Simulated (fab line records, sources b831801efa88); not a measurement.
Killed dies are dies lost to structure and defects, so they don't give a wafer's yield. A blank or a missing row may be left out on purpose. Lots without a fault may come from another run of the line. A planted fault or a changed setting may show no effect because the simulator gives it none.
A struck lot beside a sound one | flow gf180mcu | 18 steps out of a route of 602
Sound: wafers L647.2, L647.5, L647.6. Struck: wafers L660.2, L660.5. (L660.1 of the same lot was not struck and is left out.) The cause comes at the end.
At each step with rows: each side's tool, then ch and its chambers, then its first start. Under that, the readings that differ: sound wafers | struck wafers | difference of the means | sigmas: that difference in standard deviations of wafers without a fault.
alike: readings whose means differ by less than 2 such deviations, and words and numbers that are the same on both sides. not compared: withheld readings, readings that some wafer has no value for, bounds like >300 that may hide the same value, and numbers for which the record gives no deviation and whose values overlap.
The two part at a step that has a row with sigmas, a row that says differs or no value, or rows on one side only. Numbers that don't overlap but have no deviation are shown without sigmas and don't part them. A reading that every wafer of one side lacks parts them only if that side has two wafers or more.

first, 3 steps without rows for these wafers: GF_V2_EXPOSE_11 (exposes mask Via2, target cd 260 nm); GF_V2_PEB_12 (peb time 90 s); GF_V2_DEVELOP_13 (develop time 60 s).
GF_V2_CD_MEAS_14: target cd 260 nm.
  sound on cd_sem-02, day 21 10:41; struck on cd_sem-01, day 26 05:19
  alike: cd_nm
GF_V2_OVL_MEAS_15:
  sound on overlay-02, day 21 10:47; struck on overlay-01, day 26 05:26
  alike: V2_OVL
GF_V2_ETCH_16: etches BARC in N2/H2.
  sound on rie_diel-03 ch 0,3, day 21 10:49; struck on rie_diel-04 ch 1,2, day 26 05:28
  reading               | sound             | struck      | difference | sigmas
  oes_product_au (a.u.) | 0.844 0.845 0.847 | 0.860 0.859 | +0.014     | +3
  alike: drypump_motor_current_A, throttle_valve_pct
GF_V2_ETCH_17: etches SiO2 in C4F8/O2/Ar, stops on TiN, target depth 630 nm.
  sound on rie_diel-03 ch 0,3; struck on rie_diel-04 ch 1,2
  alike: oes_product_au
GF_V2_STRIP_18: strips in O2/N2.
  sound on plasma_asher-04 ch 0,1, day 21 10:57; struck on plasma_asher-01 ch 0, day 26 05:36
  reading                     | sound          | struck    | difference | sigmas
  drypump_motor_current_A (A) | 5.99 6.17 5.98 | 6.50 6.52 | +0.46      | +3
  alike: heater_power_w, oes_product_au
  not compared: rf_hours_counter_h
then, 2 steps without rows for these wafers: GF_V2_STRIP_19 (strips in post etch residue remover, time 1200 s); GF_V2_CLEAN_20 (cleans in DIW).
GF_V2_SPUTTER_21: material Ti, target thk 15 nm, time 80.02 s.
  sound on pvd_sputter-03, day 21 11:31; struck on pvd_sputter-03, day 26 06:08
  alike: chamber_pressure_pa, throttle_valve_pct
then, 1 step without rows for these wafers: GF_V2_SPUTTER_22 (material TiN, target thk 10 nm, time 40 s).
GF_V2_CVD_23: deposits W, target thk 350 nm, time 104.94 s.
  sound on cvd_w-02 ch 0,1, day 21 11:37; struck on cvd_w-02 ch 0, day 26 06:14
  reading                          | sound             | struck    | difference | sigmas
  model.W_of_V2_CVD_23.thk_nm (nm) | 346.7 346.2 349.6 | 382 376.7 | +32        |
  alike: heater_power_w
GF_V2_RS_MEAS_24: measures by four-point-probe.
  sound on film_metro-02, day 21 11:45; struck on film_metro-01, day 26 06:20
  reading          | sound             | struck      | difference | sigmas
  V2_W_RS (ohm/sq) | 0.332 0.332 0.328 | 0.299 0.303 | -0.030     | -8
GF_V2_THK_MEAS_25: measures by xrf.
  sound on film_metro-02, day 21 11:52; struck on film_metro-01, day 26 06:28
  reading       | sound       | struck  | difference | sigmas
  V2_W_THK (nm) | 354 355 358 | 392 381 | +31        | +8
GF_V2_CMP_26: polishes, stops on SiO2, t overpolish 15 s, target thk 0 nm.
  sound on cmp-01 ch 0,1, day 21 11:58; struck on cmp-02 ch 1, day 26 06:34
  reading                | sound          | struck    | difference | sigmas
  time_to_endpoint_s (s) | 84.4 86.3 84.4 | 92.5 93.3 | +7.9       | +3
  alike: motor_current_A
GF_M3_SPUTTER_00: material Ti, target thk 37.5 nm, time 150 s.
  sound on pvd_sputter-01, day 21 12:13; struck on pvd_sputter-02, day 26 06:49
  alike: chamber_pressure_pa, throttle_valve_pct
then, 1 step without rows for these wafers: GF_PASSIVATION_PROBE_99.

WHERE THEY PART
First at GF_V2_ETCH_16; last, within this record, at GF_V2_CMP_26. Later steps at which nothing parts them and some readings are alike: GF_M3_SPUTTER_00.

WHY: what the simulator had put in
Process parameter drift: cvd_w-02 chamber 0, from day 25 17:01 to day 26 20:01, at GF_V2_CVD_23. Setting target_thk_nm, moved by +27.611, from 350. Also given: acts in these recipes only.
